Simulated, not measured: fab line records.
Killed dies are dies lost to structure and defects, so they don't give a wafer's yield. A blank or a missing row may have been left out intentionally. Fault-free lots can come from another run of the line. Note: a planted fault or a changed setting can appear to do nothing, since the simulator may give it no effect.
fab line records :: flow sky130
record:
  lots: 13
  wafers: 38
  last-day: 50
route steps=708 shown SD_N@353 CONTACT@419 METAL1@435 PAD_OPEN@708
lots that met no fault: taken from a fault-free run of the same line
start-h: start of the lot's first displayed wafer, in hours after the record's first day :: wait-h: hours from the lot's prior step to this one :: " identical to the entry in the row above :: L1.1+2: one row covering several wafers at once :: - no value, or no start was given :: * or withheld: withheld :: < > ~ a bound
route shown NAME@n: NAME is a module with steps in the file, n the number in the route of the first one :: usual: the fault-free wafers' mean and standard deviation :: same: alike in all rows :: chamber/n: place in a boat :: sites: the reading at each site :: _std_site: how widely they spread, as a standard deviation :: _edge_site: mean of outer sites minus mean of inner sites :: radius-mm: how far each site lies from the wafer's centre :: mask NAME#n: copy n :: behind: the tool/chamber that last shaped the wafer :: hold: why the lot was held/for how many hours/how that ended :: device: which transistor (n, p or np) failed to switch :: end of line: the route-end tests of the same wafers :: step lacking rows: just its recipe :: killed: not the wafer's yield, but the dies lost to structure and defects at the first sort :: map: shows each die of a wafer: x if killed, . if not, _ if none is there
set.NAME: the setting as run; set.NAME@STEP: as run at that earlier step :: model.NAME: the simulator's own value behind a step, which no gauge read
the route's steps for a sample of lots (tables are steps, rows are wafers)
services: the hour from which a tool's chamber was out of use, counted from the record's first day as start-h (under 0 if before that day), plus the number of hours and why
== steps ==
step: SKY_SD_N_STRIP_11
recipe:
  chemistry: O2/N2
  power-w: 1400
  pressure-mtorr: 1500
  platen-temp-c: withheld
  o2-flow-sccm: 3000
  n2-flow-sccm: 300
  overash-fraction: 0.5
usual:
  drypump-motor-current-A: 5.55/0.21
  oes-product-au: 0.528/0.0044
  strip-time-to-endpoint-s: 22.55/0.038
lot.wafer: L801.1
tool: plasma-asher-01
chamber: 0
start-h: 649.10
wait-h: 0.1
drypump-motor-current-A: 5.48
oes-product-au: 0.525
rf-hours-counter-h: 22
strip-time-to-endpoint-s: 22.62

lot.wafer: L801.3
tool: plasma-asher-01
chamber: 0
start-h: 649.10
wait-h: 0.1
drypump-motor-current-A: 5.48
oes-product-au: 0.534
rf-hours-counter-h: -
strip-time-to-endpoint-s: 22.58

lot.wafer: L801.6
tool: plasma-asher-01
chamber: 1
start-h: 649.10
wait-h: 0.1
drypump-motor-current-A: 5.21
oes-product-au: 0.532
rf-hours-counter-h: -
strip-time-to-endpoint-s: 22.58

lot.wafer: L802.3
tool: plasma-asher-03
chamber: 1
start-h: 662.29
wait-h: 0.1
drypump-motor-current-A: 5.95
oes-product-au: 0.526
rf-hours-counter-h: -
strip-time-to-endpoint-s: 22.52

lot.wafer: L802.4
tool: plasma-asher-03
chamber: 0
start-h: 662.29
wait-h: 0.1
drypump-motor-current-A: 5.44
oes-product-au: 0.527
rf-hours-counter-h: -
strip-time-to-endpoint-s: 22.53

lot.wafer: L802.5
tool: plasma-asher-03
chamber: 1
start-h: 662.29
wait-h: 0.1
drypump-motor-current-A: 5.96
oes-product-au: 0.522
rf-hours-counter-h: -
strip-time-to-endpoint-s: 22.57

lot.wafer: L803.1
tool: plasma-asher-04
chamber: 1
start-h: 670.25
wait-h: 0.1
drypump-motor-current-A: 5.41
oes-product-au: 0.523
rf-hours-counter-h: 95
strip-time-to-endpoint-s: 22.49

lot.wafer: L803.2
tool: plasma-asher-04
chamber: 0
start-h: 670.25
wait-h: 0.1
drypump-motor-current-A: 5.70
oes-product-au: 0.533
rf-hours-counter-h: 95
strip-time-to-endpoint-s: 22.46

lot.wafer: L803.5
tool: plasma-asher-04
chamber: 0
start-h: 670.25
wait-h: 0.1
drypump-motor-current-A: 5.69
oes-product-au: 0.531
rf-hours-counter-h: -
strip-time-to-endpoint-s: 22.53

lot.wafer: L804.1
tool: plasma-asher-04
chamber: 0
start-h: 680.89
wait-h: 0.1
drypump-motor-current-A: 5.70
oes-product-au: 0.528
rf-hours-counter-h: 96
strip-time-to-endpoint-s: 22.56

lot.wafer: L804.3
tool: plasma-asher-04
chamber: 0
start-h: 680.89
wait-h: 0.1
drypump-motor-current-A: 5.70
oes-product-au: 0.533
rf-hours-counter-h: -
strip-time-to-endpoint-s: 22.54

lot.wafer: L804.4
tool: plasma-asher-04
chamber: 1
start-h: 680.89
wait-h: 0.1
drypump-motor-current-A: 5.37
oes-product-au: 0.532
rf-hours-counter-h: -
strip-time-to-endpoint-s: 22.52

lot.wafer: L806.2
tool: plasma-asher-04
chamber: 0
start-h: 697.29
wait-h: 0.1
drypump-motor-current-A: 5.69
oes-product-au: 0.525
rf-hours-counter-h: 98
strip-time-to-endpoint-s: 22.53

lot.wafer: L806.3
tool: plasma-asher-04
chamber: 1
start-h: 697.29
wait-h: 0.1
drypump-motor-current-A: 5.42
oes-product-au: 0.528
rf-hours-counter-h: -
strip-time-to-endpoint-s: 22.52

lot.wafer: L806.5
tool: plasma-asher-04
chamber: 1
start-h: 697.29
wait-h: 0.1
drypump-motor-current-A: 5.41
oes-product-au: 0.523
rf-hours-counter-h: -
strip-time-to-endpoint-s: 22.60

lot.wafer: L808.2
tool: plasma-asher-04
chamber: 1
start-h: 705.24
wait-h: 0.1
drypump-motor-current-A: 5.38
oes-product-au: 0.525
rf-hours-counter-h: 98
strip-time-to-endpoint-s: 22.58

lot.wafer: L808.3
tool: plasma-asher-04
chamber: 1
start-h: 705.24
wait-h: 0.1
drypump-motor-current-A: 5.36
oes-product-au: 0.526
rf-hours-counter-h: -
strip-time-to-endpoint-s: 22.61

lot.wafer: L808.5
tool: plasma-asher-04
chamber: 0
start-h: 705.24
wait-h: 0.1
drypump-motor-current-A: 5.68
oes-product-au: 0.525
rf-hours-counter-h: -
strip-time-to-endpoint-s: 22.59

lot.wafer: L809.2
tool: plasma-asher-04
chamber: 0
start-h: 720.29
wait-h: 0.1
drypump-motor-current-A: 5.68
oes-product-au: 0.524
rf-hours-counter-h: 100
strip-time-to-endpoint-s: 22.47

lot.wafer: L809.3
tool: plasma-asher-04
chamber: 0
start-h: 720.29
wait-h: 0.1
drypump-motor-current-A: 5.68
oes-product-au: 0.528
rf-hours-counter-h: -
strip-time-to-endpoint-s: 22.51

lot.wafer: L809.6
tool: plasma-asher-04
chamber: 1
start-h: 720.29
wait-h: 0.1
drypump-motor-current-A: 5.39
oes-product-au: 0.525
rf-hours-counter-h: -
strip-time-to-endpoint-s: 22.51

lot.wafer: L810.2
tool: plasma-asher-04
chamber: 1
start-h: 729.56
wait-h: 0.1
drypump-motor-current-A: 5.40
oes-product-au: 0.524
rf-hours-counter-h: 101
strip-time-to-endpoint-s: 22.54

lot.wafer: L810.3
tool: plasma-asher-04
chamber: 0
start-h: 729.56
wait-h: 0.1
drypump-motor-current-A: 5.71
oes-product-au: 0.531
rf-hours-counter-h: -
strip-time-to-endpoint-s: 22.58

lot.wafer: L810.5
tool: plasma-asher-04
chamber: 1
start-h: 729.56
wait-h: 0.1
drypump-motor-current-A: 5.39
oes-product-au: 0.528
rf-hours-counter-h: -
strip-time-to-endpoint-s: 22.57

lot.wafer: L811.2
tool: plasma-asher-01
chamber: 0
start-h: 737.54
wait-h: 0.2
drypump-motor-current-A: 5.47
oes-product-au: 0.533
rf-hours-counter-h: 31
strip-time-to-endpoint-s: 22.55

lot.wafer: L811.3
tool: plasma-asher-01
chamber: 0
start-h: 737.54
wait-h: 0.2
drypump-motor-current-A: 5.45
oes-product-au: 0.531
rf-hours-counter-h: -
strip-time-to-endpoint-s: 22.53

lot.wafer: L811.5
tool: plasma-asher-01
chamber: 1
start-h: 737.54
wait-h: 0.2
drypump-motor-current-A: 5.21
oes-product-au: 0.526
rf-hours-counter-h: -
strip-time-to-endpoint-s: 22.46

lot.wafer: L812.2
tool: plasma-asher-03
chamber: 0
start-h: 760.29
wait-h: 0.1
drypump-motor-current-A: 5.44
oes-product-au: 0.524
rf-hours-counter-h: 97
strip-time-to-endpoint-s: 22.57

lot.wafer: L812.4
tool: plasma-asher-03
chamber: 0
start-h: 760.29
wait-h: 0.1
drypump-motor-current-A: 5.43
oes-product-au: 0.525
rf-hours-counter-h: -
strip-time-to-endpoint-s: 22.58

lot.wafer: L814.3
tool: plasma-asher-03
chamber: 1
start-h: 761.43
wait-h: 0.1
drypump-motor-current-A: 5.96
oes-product-au: 0.531
rf-hours-counter-h: -
strip-time-to-endpoint-s: 22.58

lot.wafer: L814.4
tool: plasma-asher-03
chamber: 0
start-h: 761.43
wait-h: 0.1
drypump-motor-current-A: 5.44
oes-product-au: 0.532
rf-hours-counter-h: -
strip-time-to-endpoint-s: 22.53

lot.wafer: L814.5
tool: plasma-asher-03
chamber: 1
start-h: 761.43
wait-h: 0.1
drypump-motor-current-A: 5.94
oes-product-au: 0.527
rf-hours-counter-h: -
strip-time-to-endpoint-s: 22.51

lot.wafer: L820.3
tool: plasma-asher-03
chamber: 0
start-h: 808.57
wait-h: 0.1
drypump-motor-current-A: 5.43
oes-product-au: 0.531
rf-hours-counter-h: -
strip-time-to-endpoint-s: 22.59

lot.wafer: L820.4
tool: plasma-asher-03
chamber: 1
start-h: 808.57
wait-h: 0.1
drypump-motor-current-A: 5.95
oes-product-au: 0.532
rf-hours-counter-h: -
strip-time-to-endpoint-s: 22.53

lot.wafer: L820.6
tool: plasma-asher-03
chamber: 1
start-h: 808.57
wait-h: 0.1
drypump-motor-current-A: 5.97
oes-product-au: 0.533
rf-hours-counter-h: -
strip-time-to-endpoint-s: 22.57

lot.wafer: L821.1
tool: plasma-asher-03
chamber: 1
start-h: 816.30
wait-h: 0.1
drypump-motor-current-A: 5.96
oes-product-au: 0.527
rf-hours-counter-h: 103
strip-time-to-endpoint-s: 22.58

lot.wafer: L821.4
tool: plasma-asher-03
chamber: 1
start-h: 816.30
wait-h: 0.1
drypump-motor-current-A: 5.95
oes-product-au: 0.525
rf-hours-counter-h: -
strip-time-to-endpoint-s: 22.50

lot.wafer: L821.5
tool: plasma-asher-03
chamber: 0
start-h: 816.30
wait-h: 0.1
drypump-motor-current-A: 5.44
oes-product-au: 0.521
rf-hours-counter-h: -
strip-time-to-endpoint-s: 22.54
step: SKY_CONTACT_DEVELOP_13
recipe:
  develop-time-s: 60
  resist: KrF-thick
  dev-temp-c: 21
usual:
  developer-temp-C: 20.97/0.11
lot.wafer: L801.1
tool: litho-track-03
chamber: 0
start-h: 737
wait-h: -
developer-temp-C: 20.92

lot.wafer: L801.3
tool: litho-track-03
chamber: 0
start-h: 737
wait-h: -
developer-temp-C: 21.08

lot.wafer: L801.6
tool: litho-track-03
chamber: 0
start-h: 738
wait-h: -
developer-temp-C: 21.02

lot.wafer: L802.3
tool: litho-track-01
chamber: 0
start-h: 748
wait-h: -
developer-temp-C: 20.96

lot.wafer: L802.4
tool: litho-track-01
chamber: 0
start-h: 748
wait-h: -
developer-temp-C: 20.92

lot.wafer: L802.5
tool: litho-track-01
chamber: 0
start-h: 748
wait-h: -
developer-temp-C: 20.93

lot.wafer: L803.1
tool: litho-track-01
chamber: 0
start-h: 757
wait-h: -
developer-temp-C: 20.84

lot.wafer: L803.2
tool: litho-track-01
chamber: 0
start-h: 757
wait-h: -
developer-temp-C: 20.94

lot.wafer: L803.5
tool: litho-track-01
chamber: 0
start-h: 757
wait-h: -
developer-temp-C: 20.81

lot.wafer: L804.1
tool: litho-track-03
chamber: 0
start-h: 767
wait-h: -
developer-temp-C: 21.07

lot.wafer: L804.3
tool: litho-track-03
chamber: 0
start-h: 767
wait-h: -
developer-temp-C: 21.08

lot.wafer: L804.4
tool: litho-track-03
chamber: 0
start-h: 767
wait-h: -
developer-temp-C: 21.08

lot.wafer: L806.2
tool: litho-track-03
chamber: 0
start-h: 782
wait-h: -
developer-temp-C: 20.97

lot.wafer: L806.3
tool: litho-track-03
chamber: 0
start-h: 782
wait-h: -
developer-temp-C: 20.90

lot.wafer: L806.5
tool: litho-track-03
chamber: 0
start-h: 782
wait-h: -
developer-temp-C: 21.01

lot.wafer: L808.2
tool: litho-track-03
chamber: 0
start-h: 790
wait-h: -
developer-temp-C: 20.95

lot.wafer: L808.3
tool: litho-track-03
chamber: 0
start-h: 790
wait-h: -
developer-temp-C: 20.77

lot.wafer: L808.5
tool: litho-track-03
chamber: 0
start-h: 790
wait-h: -
developer-temp-C: 20.86

lot.wafer: L809.2
tool: litho-track-02
chamber: 0
start-h: 805
wait-h: -
developer-temp-C: 20.56

lot.wafer: L809.3
tool: litho-track-02
chamber: 0
start-h: 805
wait-h: -
developer-temp-C: 20.84

lot.wafer: L809.6
tool: litho-track-02
chamber: 0
start-h: 805
wait-h: -
developer-temp-C: 20.80

lot.wafer: L810.2
tool: litho-track-01
chamber: 0
start-h: 813
wait-h: -
developer-temp-C: 20.91

lot.wafer: L810.3
tool: litho-track-01
chamber: 0
start-h: 813
wait-h: -
developer-temp-C: 20.91

lot.wafer: L810.5
tool: litho-track-01
chamber: 0
start-h: 813
wait-h: -
developer-temp-C: 20.91

lot.wafer: L811.2
tool: litho-track-03
chamber: 0
start-h: 822
wait-h: -
developer-temp-C: 20.95

lot.wafer: L811.3
tool: litho-track-03
chamber: 0
start-h: 822
wait-h: -
developer-temp-C: 20.95

lot.wafer: L811.5
tool: litho-track-03
chamber: 0
start-h: 822
wait-h: -
developer-temp-C: 21.15

lot.wafer: L812.2
tool: litho-track-03
chamber: 0
start-h: 841
wait-h: -
developer-temp-C: 21.45

lot.wafer: L812.4
tool: litho-track-03
chamber: 0
start-h: 841
wait-h: -
developer-temp-C: 21.50

lot.wafer: L814.3
tool: litho-track-03
chamber: 0
start-h: 845
wait-h: -
developer-temp-C: 21.62

lot.wafer: L814.4
tool: litho-track-03
chamber: 0
start-h: 845
wait-h: -
developer-temp-C: 21.59

lot.wafer: L814.5
tool: litho-track-03
chamber: 0
start-h: 845
wait-h: -
developer-temp-C: 21.66

lot.wafer: L820.3
tool: litho-track-02
chamber: 0
start-h: 891
wait-h: -
developer-temp-C: 21.07

lot.wafer: L820.4
tool: litho-track-02
chamber: 0
start-h: 891
wait-h: -
developer-temp-C: 21.13

lot.wafer: L820.6
tool: litho-track-02
chamber: 0
start-h: 891
wait-h: -
developer-temp-C: 21.03

lot.wafer: L821.1
tool: litho-track-02
chamber: 0
start-h: 897
wait-h: -
developer-temp-C: 21.04

lot.wafer: L821.4
tool: litho-track-02
chamber: 0
start-h: 897
wait-h: -
developer-temp-C: 20.94

lot.wafer: L821.5
tool: litho-track-02
chamber: 0
start-h: 897
wait-h: -
developer-temp-C: 20.97
step: SKY_CONTACT_CD_MEAS_14
recipe:
  target-cd-nm: 170
usual:
  cd-nm: 170.1/1.3
lot.wafer: L801.1
tool: cd-sem-02
chamber: -
start-h: 738.05
wait-h: -
cd-nm: 167.8

lot.wafer: L801.3
tool: cd-sem-02
chamber: -
start-h: 738.05
wait-h: -
cd-nm: 168.1

lot.wafer: L801.6
tool: cd-sem-02
chamber: -
start-h: 738.05
wait-h: -
cd-nm: 168.6

lot.wafer: L802.3
tool: cd-sem-02
chamber: -
start-h: 748.83
wait-h: -
cd-nm: 171.2

lot.wafer: L802.4
tool: cd-sem-02
chamber: -
start-h: 748.83
wait-h: -
cd-nm: 170.7

lot.wafer: L802.5
tool: cd-sem-02
chamber: -
start-h: 748.83
wait-h: -
cd-nm: 171.3

lot.wafer: L803.1
tool: cd-sem-01
chamber: -
start-h: 757.59
wait-h: -
cd-nm: 172.0

lot.wafer: L803.2
tool: cd-sem-01
chamber: -
start-h: 757.59
wait-h: -
cd-nm: 171.2

lot.wafer: L803.5
tool: cd-sem-01
chamber: -
start-h: 757.59
wait-h: -
cd-nm: 171.2

lot.wafer: L804.1
tool: cd-sem-01
chamber: -
start-h: 768.00
wait-h: -
cd-nm: 168.9

lot.wafer: L804.3
tool: cd-sem-01
chamber: -
start-h: 768.00
wait-h: -
cd-nm: 170.2

lot.wafer: L804.4
tool: cd-sem-01
chamber: -
start-h: 768.00
wait-h: -
cd-nm: 170.1

lot.wafer: L806.2
tool: cd-sem-01
chamber: -
start-h: 782.97
wait-h: -
cd-nm: 172.9

lot.wafer: L806.3
tool: cd-sem-01
chamber: -
start-h: 782.97
wait-h: -
cd-nm: 169.8

lot.wafer: L806.5
tool: cd-sem-01
chamber: -
start-h: 782.97
wait-h: -
cd-nm: 170.2

lot.wafer: L808.2
tool: cd-sem-02
chamber: -
start-h: 790.77
wait-h: -
cd-nm: 169.4

lot.wafer: L808.3
tool: cd-sem-02
chamber: -
start-h: 790.77
wait-h: -
cd-nm: 170.5

lot.wafer: L808.5
tool: cd-sem-02
chamber: -
start-h: 790.77
wait-h: -
cd-nm: 168.7

lot.wafer: L809.2
tool: cd-sem-01
chamber: -
start-h: 805.27
wait-h: -
cd-nm: 167.4

lot.wafer: L809.3
tool: cd-sem-01
chamber: -
start-h: 805.27
wait-h: -
cd-nm: 166.2

lot.wafer: L809.6
tool: cd-sem-01
chamber: -
start-h: 805.27
wait-h: -
cd-nm: 166.6

lot.wafer: L810.2
tool: cd-sem-02
chamber: -
start-h: 813.64
wait-h: -
cd-nm: 168.9

lot.wafer: L810.3
tool: cd-sem-02
chamber: -
start-h: 813.64
wait-h: -
cd-nm: 169.4

lot.wafer: L810.5
tool: cd-sem-02
chamber: -
start-h: 813.64
wait-h: -
cd-nm: 169.7

lot.wafer: L811.2
tool: cd-sem-02
chamber: -
start-h: 822.22
wait-h: -
cd-nm: 170.9

lot.wafer: L811.3
tool: cd-sem-02
chamber: -
start-h: 822.22
wait-h: -
cd-nm: 168.4

lot.wafer: L811.5
tool: cd-sem-02
chamber: -
start-h: 822.22
wait-h: -
cd-nm: 168.7

lot.wafer: L812.2
tool: cd-sem-02
chamber: -
start-h: 841.97
wait-h: -
cd-nm: 169.9

lot.wafer: L812.4
tool: cd-sem-02
chamber: -
start-h: 841.97
wait-h: -
cd-nm: 169.8

lot.wafer: L814.3
tool: cd-sem-01
chamber: -
start-h: 845.19
wait-h: -
cd-nm: 170.5

lot.wafer: L814.4
tool: cd-sem-01
chamber: -
start-h: 845.19
wait-h: -
cd-nm: 171.1

lot.wafer: L814.5
tool: cd-sem-01
chamber: -
start-h: 845.19
wait-h: -
cd-nm: 170.5

lot.wafer: L820.3
tool: cd-sem-01
chamber: -
start-h: 891.25
wait-h: -
cd-nm: 168.8

lot.wafer: L820.4
tool: cd-sem-01
chamber: -
start-h: 891.25
wait-h: -
cd-nm: 168.4

lot.wafer: L820.6
tool: cd-sem-01
chamber: -
start-h: 891.25
wait-h: -
cd-nm: 168.2

lot.wafer: L821.1
tool: cd-sem-01
chamber: -
start-h: 897.66
wait-h: -
cd-nm: 169.0

lot.wafer: L821.4
tool: cd-sem-01
chamber: -
start-h: 897.66
wait-h: -
cd-nm: 169.7

lot.wafer: L821.5
tool: cd-sem-01
chamber: -
start-h: 897.66
wait-h: -
cd-nm: 170.5
step: SKY_METAL1_SPUTTER_01
recipe:
  material: TiN
  target-thk-nm: 20
  power-w: 6500
  time-s: 16.7
  chamber-pressure-pa: 0.4
usual:
  cathode-dc-power-W: 6499.9/1.3
  throttle-valve-pct: 30.0/0.64
lot.wafer: L801.1
tool: pvd-sputter-01
chamber: -
start-h: 739.65
wait-h: 0.0
cathode-dc-power-W: 6499.7
throttle-valve-pct: 30.1

lot.wafer: L801.3
tool: pvd-sputter-01
chamber: -
start-h: 739.65
wait-h: 0.0
cathode-dc-power-W: 6498.5
throttle-valve-pct: 30.6

lot.wafer: L801.6
tool: pvd-sputter-01
chamber: -
start-h: 739.65
wait-h: 0.0
cathode-dc-power-W: 6498.5
throttle-valve-pct: 29.8

lot.wafer: L802.3
tool: pvd-sputter-04
chamber: -
start-h: 750.39
wait-h: 0.0
cathode-dc-power-W: 6501.5
throttle-valve-pct: 29.4

lot.wafer: L802.4
tool: pvd-sputter-04
chamber: -
start-h: 750.39
wait-h: 0.0
cathode-dc-power-W: 6499.6
throttle-valve-pct: 31.2

lot.wafer: L802.5
tool: pvd-sputter-04
chamber: -
start-h: 750.39
wait-h: 0.0
cathode-dc-power-W: 6500.6
throttle-valve-pct: 29.2

lot.wafer: L803.1
tool: pvd-sputter-04
chamber: -
start-h: 759.24
wait-h: 0.0
cathode-dc-power-W: 6501.6
throttle-valve-pct: 29.4

lot.wafer: L803.2
tool: pvd-sputter-04
chamber: -
start-h: 759.24
wait-h: 0.0
cathode-dc-power-W: 6502.3
throttle-valve-pct: 29.7

lot.wafer: L803.5
tool: pvd-sputter-04
chamber: -
start-h: 759.24
wait-h: 0.0
cathode-dc-power-W: 6499.6
throttle-valve-pct: 28.8

lot.wafer: L804.1
tool: pvd-sputter-02
chamber: -
start-h: 769.56
wait-h: 0.0
cathode-dc-power-W: 6500.1
throttle-valve-pct: 30.1

lot.wafer: L804.3
tool: pvd-sputter-02
chamber: -
start-h: 769.56
wait-h: 0.0
cathode-dc-power-W: 6500.8
throttle-valve-pct: 30.4

lot.wafer: L804.4
tool: pvd-sputter-02
chamber: -
start-h: 769.56
wait-h: 0.0
cathode-dc-power-W: 6498.5
throttle-valve-pct: 29.3

lot.wafer: L806.2
tool: pvd-sputter-04
chamber: -
start-h: 784.66
wait-h: 0.0
cathode-dc-power-W: 6499.3
throttle-valve-pct: 29.4

lot.wafer: L806.3
tool: pvd-sputter-04
chamber: -
start-h: 784.66
wait-h: 0.0
cathode-dc-power-W: 6498.1
throttle-valve-pct: 29.7

lot.wafer: L806.5
tool: pvd-sputter-04
chamber: -
start-h: 784.66
wait-h: 0.0
cathode-dc-power-W: 6500.0
throttle-valve-pct: 31.0

lot.wafer: L808.2
tool: pvd-sputter-01
chamber: -
start-h: 792.41
wait-h: 0.0
cathode-dc-power-W: 6502.0
throttle-valve-pct: 29.6

lot.wafer: L808.3
tool: pvd-sputter-01
chamber: -
start-h: 792.41
wait-h: 0.0
cathode-dc-power-W: 6499.4
throttle-valve-pct: 30.0

lot.wafer: L808.5
tool: pvd-sputter-01
chamber: -
start-h: 792.41
wait-h: 0.0
cathode-dc-power-W: 6499.9
throttle-valve-pct: 30.3

lot.wafer: L809.2
tool: pvd-sputter-01
chamber: -
start-h: 806.86
wait-h: 0.0
cathode-dc-power-W: 6499.3
throttle-valve-pct: 30.5

lot.wafer: L809.3
tool: pvd-sputter-01
chamber: -
start-h: 806.86
wait-h: 0.0
cathode-dc-power-W: 6502.2
throttle-valve-pct: 30.1

lot.wafer: L809.6
tool: pvd-sputter-01
chamber: -
start-h: 806.86
wait-h: 0.0
cathode-dc-power-W: 6499.6
throttle-valve-pct: 29.8

lot.wafer: L810.2
tool: pvd-sputter-02
chamber: -
start-h: 815.22
wait-h: 0.0
cathode-dc-power-W: 6500.7
throttle-valve-pct: 28.9

lot.wafer: L810.3
tool: pvd-sputter-02
chamber: -
start-h: 815.22
wait-h: 0.0
cathode-dc-power-W: 6499.1
throttle-valve-pct: 30.6

lot.wafer: L810.5
tool: pvd-sputter-02
chamber: -
start-h: 815.22
wait-h: 0.0
cathode-dc-power-W: 6498.0
throttle-valve-pct: 30.1

lot.wafer: L811.2
tool: pvd-sputter-04
chamber: -
start-h: 823.78
wait-h: 0.0
cathode-dc-power-W: 6499.9
throttle-valve-pct: 29.0

lot.wafer: L811.3
tool: pvd-sputter-04
chamber: -
start-h: 823.78
wait-h: 0.0
cathode-dc-power-W: 6500.4
throttle-valve-pct: 29.7

lot.wafer: L811.5
tool: pvd-sputter-04
chamber: -
start-h: 823.78
wait-h: 0.0
cathode-dc-power-W: 6499.7
throttle-valve-pct: 31.1

lot.wafer: L812.2
tool: pvd-sputter-01
chamber: -
start-h: 843.67
wait-h: 0.0
cathode-dc-power-W: 6498.4
throttle-valve-pct: 29.7

lot.wafer: L812.4
tool: pvd-sputter-01
chamber: -
start-h: 843.67
wait-h: 0.0
cathode-dc-power-W: 6499.9
throttle-valve-pct: 30.0

lot.wafer: L814.3
tool: pvd-sputter-02
chamber: -
start-h: 846.71
wait-h: 0.0
cathode-dc-power-W: 6499.3
throttle-valve-pct: 30.6

lot.wafer: L814.4
tool: pvd-sputter-02
chamber: -
start-h: 846.71
wait-h: 0.0
cathode-dc-power-W: 6499.4
throttle-valve-pct: 29.3

lot.wafer: L814.5
tool: pvd-sputter-02
chamber: -
start-h: 846.71
wait-h: 0.0
cathode-dc-power-W: 6499.8
throttle-valve-pct: 29.2

lot.wafer: L820.3
tool: pvd-sputter-01
chamber: -
start-h: 892.86
wait-h: 0.0
cathode-dc-power-W: 6501.7
throttle-valve-pct: 29.6

lot.wafer: L820.4
tool: pvd-sputter-01
chamber: -
start-h: 892.86
wait-h: 0.0
cathode-dc-power-W: 6499.9
throttle-valve-pct: 31.0

lot.wafer: L820.6
tool: pvd-sputter-01
chamber: -
start-h: 892.86
wait-h: 0.0
cathode-dc-power-W: 6498.6
throttle-valve-pct: 30.0

lot.wafer: L821.1
tool: pvd-sputter-04
chamber: -
start-h: 899.22
wait-h: 0.0
cathode-dc-power-W: 6499.9
throttle-valve-pct: 29.8

lot.wafer: L821.4
tool: pvd-sputter-04
chamber: -
start-h: 899.22
wait-h: 0.0
cathode-dc-power-W: 6500.9
throttle-valve-pct: 31.3

lot.wafer: L821.5
tool: pvd-sputter-04
chamber: -
start-h: 899.22
wait-h: 0.0
cathode-dc-power-W: 6499.3
throttle-valve-pct: 29.7
step: SKY_PAD_OPEN_PROBE_99
usual:
  killed_at_M0_to_M3: 44/6.9
  killed_at_M4_up: 3.2/1.8
  killed-at-contacts: 23/5.2
  killed-at-front-end: 15/4.5
  killed-at-other: 0.3/0.56
  killed-dies: 85/8.8
  killed-open: 47/6.7
  killed-short: 39/6.4
same:
  gross-dies: 492
  killed-at-back-side: 0
lot.wafer: L812.2
tool: prober-01
chamber: -
start-h: 1154.62
wait-h: 0.1
killed_at_M0_to_M3: 45
killed_at_M4_up: 5
killed-at-contacts: 21
killed-at-front-end: 17
killed-at-other: 1
killed-dies: 89
killed-open: 53
killed-short: 36

lot.wafer: L812.4
tool: prober-01
chamber: -
start-h: 1154.72
wait-h: 0.2
killed_at_M0_to_M3: 44
killed_at_M4_up: 8
killed-at-contacts: 21
killed-at-front-end: 18
killed-at-other: 0
killed-dies: 91
killed-open: 45
killed-short: 46
killed by level:class
L812.2 VIA1:geometric-particle:open=16 CONTACT:geometric-particle:open=9 VIA3:geometric-particle:open=7 VIA1:geometric-particle:short=6 LI_CONTACT:geometric-particle:open=5 METAL4:geometric-particle:short=5 FIELD_ISO:geometric-particle:short=4 FIELD_ISO:geometric-particle:open=4
L812.4 VIA1:geometric-particle:open=11 CONTACT:geometric-particle:open=11 FIELD_ISO:geometric-particle:short=6 METAL4:geometric-particle:short=6 VIA2:geometric-particle:short=5 METAL2:geometric-particle:short=5 METAL3:geometric-particle:short=5 POLY_GATE:geometric-particle:open=4
== services ==
tool: plasma-asher-01
chamber: -
start-h: 640.96
hours: 1.7
kind: repair

tool: plasma-asher-01
chamber: -
start-h: 664.20
hours: 0.3
kind: repair

tool: plasma-asher-01
chamber: -
start-h: 676.96
hours: 2.5
kind: repair

tool: pvd-sputter-04
chamber: -
start-h: 696.49
hours: 5.1
kind: repair

tool: plasma-asher-03
chamber: -
start-h: 707.60
hours: 4.6
kind: repair

tool: pvd-sputter-01
chamber: -
start-h: 720.75
hours: 5.1
kind: repair

tool: plasma-asher-04
chamber: -
start-h: 733.75
hours: 9.0
kind: pm

tool: plasma-asher-04
chamber: 0
start-h: 733.75
hours: 9.0
kind: vent-cycle

tool: plasma-asher-04
chamber: 1
start-h: 733.75
hours: 9.0
kind: vent-cycle

tool: plasma-asher-03
chamber: -
start-h: 734.95
hours: 2.8
kind: pm

tool: plasma-asher-04
chamber: 0
start-h: 742.75
hours: -
kind: clean

tool: plasma-asher-04
chamber: 1
start-h: 742.75
hours: -
kind: clean

tool: plasma-asher-04
chamber: -
start-h: 755.20
hours: 0.5
kind: repair

tool: plasma-asher-04
chamber: -
start-h: 823.87
hours: 14.6
kind: pm

tool: pvd-sputter-02
chamber: -
start-h: 842.70
hours: 1.3
kind: repair

tool: plasma-asher-01
chamber: -
start-h: 854.19
hours: 14.6
kind: pm

tool: pvd-sputter-01
chamber: -
start-h: 887.25
hours: 4.3
kind: repair
== key ==
first-sign:
  step: SKY_CONTACT_DEVELOP_13
  reading: developer-temp-C
  direction: up
  sigmas: 5.5
  usual: *
  struck: *
effect none on later readings
met-at SKY_CONTACT_DEVELOP_13
struck-lots L812,L814
tester-left-out L812,L814
not-acting-at SKY_SD_N_STRIP_11,SKY_CONTACT_CD_MEAS_14,SKY_METAL1_SPUTTER_01
onset-between 822 841
fault:
  kind: process-parameter-drift
  tool: litho-track-03
  chamber: -
  onset-h: 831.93
  steps: SKY_CONTACT_DEVELOP_13
  channel: dev-temp-c
  offset: *
  shape: step
  end-h: 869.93
  acts-in: *
  stated: *
tester-left-out: of these lots the tester's yield and bins aren't shown, on N5 and GAA mostly nor the transistor test; their killed dies are dies lost to structure and defects alone, not to doping, threshold or leakage, so they don't give the yield
